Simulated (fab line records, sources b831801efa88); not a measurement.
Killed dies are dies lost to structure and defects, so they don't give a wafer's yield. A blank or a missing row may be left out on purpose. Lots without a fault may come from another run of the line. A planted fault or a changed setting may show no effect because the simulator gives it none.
Which tool did it? | flow gf180mcu | 15 lots, 42 wafers sampled, at 3 steps of a route of 602

WHAT THE GAUGES READ, wafer by wafer
GF_HV_LDD_CD_MEAS_07: target cd 400 nm.
lot  | measured     | on        | cd_nm (nm)
L817 | day 10 00:52 | cd_sem-02 | 403.5 404.4 404.5
L818 | day 10 07:30 | cd_sem-01 | 398.8 400.2 399.5
L819 | day 10 14:13 | cd_sem-02 | 403.6 401.7 402.1
L820 | day 10 17:43 | cd_sem-01 | 401.1 405.5 403.5
L826 | day 12 19:27 | cd_sem-02 | 402.8 401.5
L827 | day 13 01:17 | cd_sem-02 | 401.6 402.0
L828 | day 13 08:59 | cd_sem-01 | 400.7 402.2
L830 | day 13 22:28 | cd_sem-01 | 397.0 399.2 398.2
L832 | day 14 13:01 | cd_sem-02 | 396.3 397.9 398.4
L835 | day 15 10:34 | cd_sem-02 | 404.3 400.8 402.8
L836 | day 15 22:17 | cd_sem-02 | 399.3 404.1 400.5
L837 | day 16 07:40 | cd_sem-01 | 399.9 399.3 402.1
L838 | day 16 10:52 | cd_sem-02 | 399.6 399.8 399.5
L839 | day 16 16:40 | cd_sem-02 | 402.8 403.6 405.1
L840 | day 17 02:27 | cd_sem-02 | 399.6 397.5 399.7

GF_HV_LDD_OVL_MEAS_32.
lot  | measured     | on         | HV_LDD_02_OVL (nm)
L817 | day 11 13:41 | overlay-02 | -1.3 -0.3 -0.1
L818 | day 11 21:57 | overlay-02 | 1.3 1.2 0.0
L819 | day 12 04:26 | overlay-01 | 1.0 0.7 -1.2
L820 | day 12 08:05 | overlay-01 | 0.0 -1.8 3.4
L826 | day 14 12:48 | overlay-01 | 0.6 2.2
L827 | day 14 19:41 | overlay-02 | 0.0 1.3
L828 | day 15 03:44 | overlay-02 | 0.5 -1.0
L830 | day 15 17:38 | overlay-01 | -0.4 0.3 -0.9
L832 | day 16 07:29 | overlay-02 | 0.7 -1.1 -0.3
L835 | day 17 08:35 | overlay-02 | 0.6 -0.5 -0.4
L836 | day 17 20:20 | overlay-01 | 0.7 0.0 -1.9
L837 | day 18 04:50 | overlay-01 | 1.1 2.4 0.0
L838 | day 18 09:26 | overlay-01 | -2.3 0.3 -1.3
L839 | day 18 15:29 | overlay-02 | 1.6 3.0 1.8
L840 | day 19 01:02 | overlay-01 | -1.2 -1.8 -1.3

GF_NSD_TW_MEAS_12.
lot  | measured     | on            | NSD_TW
L817 | day 13 08:52 | film_metro-04 | 4247 4275 4260
L818 | day 13 17:56 | film_metro-03 | 4225 4220 4236
L819 | day 14 01:34 | film_metro-01 | 4247 4267 4271
L820 | day 14 09:41 | film_metro-04 | 4260 4272 4262
L826 | day 16 11:50 | film_metro-04 | 4260 4292
L827 | day 16 19:38 | film_metro-04 | 4268 4255
L828 | day 17 03:23 | film_metro-03 | 4268 4240
L830 | day 17 19:57 | film_metro-03 | 4230 4256 4260
L832 | day 18 10:30 | film_metro-01 | 4262 4273 4266
L835 | day 19 12:10 | film_metro-03 | 4251 4254 4247
L836 | day 20 00:35 | film_metro-04 | 4233 4244 4236
L837 | day 20 09:25 | film_metro-03 | 4232 4231 4222
L838 | day 20 14:49 | film_metro-01 | 4234 4248 4238
L839 | day 20 20:37 | film_metro-03 | 4208 4208 4230
L840 | day 21 05:44 | film_metro-01 | 4237 4254 4251

WHICH TOOL RAN EACH LOT (tool, then ch and the chambers of the sampled wafers, then the start)
The record holds no process step before these readings.

WHAT THE TOOLS THEMSELVES READ (means of the sampled wafers that have a number; where no wafer has one, the mark that the record gives instead)
The record holds no such reading with a usual standard deviation.

THE ANSWER, worked out from the rows above alone
Rule: what is usual is taken from the lots themselves. Put in order of their means at a reading, lots are off if they are a third of the lots or fewer, leave a main group of 4 or more, and stand apart from it by a gap of 3 or more times the standard deviation of the main group's means; of several such gaps the widest counts. A main group whose means are all the same, to the digits that the tables above print for the reading, isn't used. A lot without any number at a reading at which 4 lots or more have one is off too. The other lots that the step has rows for count as sound. The gauges are gone through in route order, then the tools' own readings, and for those a lot's mean is taken as printed above. The first step at which some lot is off is used, and at that step the reading that is off furthest; a lot without a number counts as furthest.
No lot is off at any reading shown: from this, nothing can be told.

WHAT THE SIMULATOR HAD PUT IN
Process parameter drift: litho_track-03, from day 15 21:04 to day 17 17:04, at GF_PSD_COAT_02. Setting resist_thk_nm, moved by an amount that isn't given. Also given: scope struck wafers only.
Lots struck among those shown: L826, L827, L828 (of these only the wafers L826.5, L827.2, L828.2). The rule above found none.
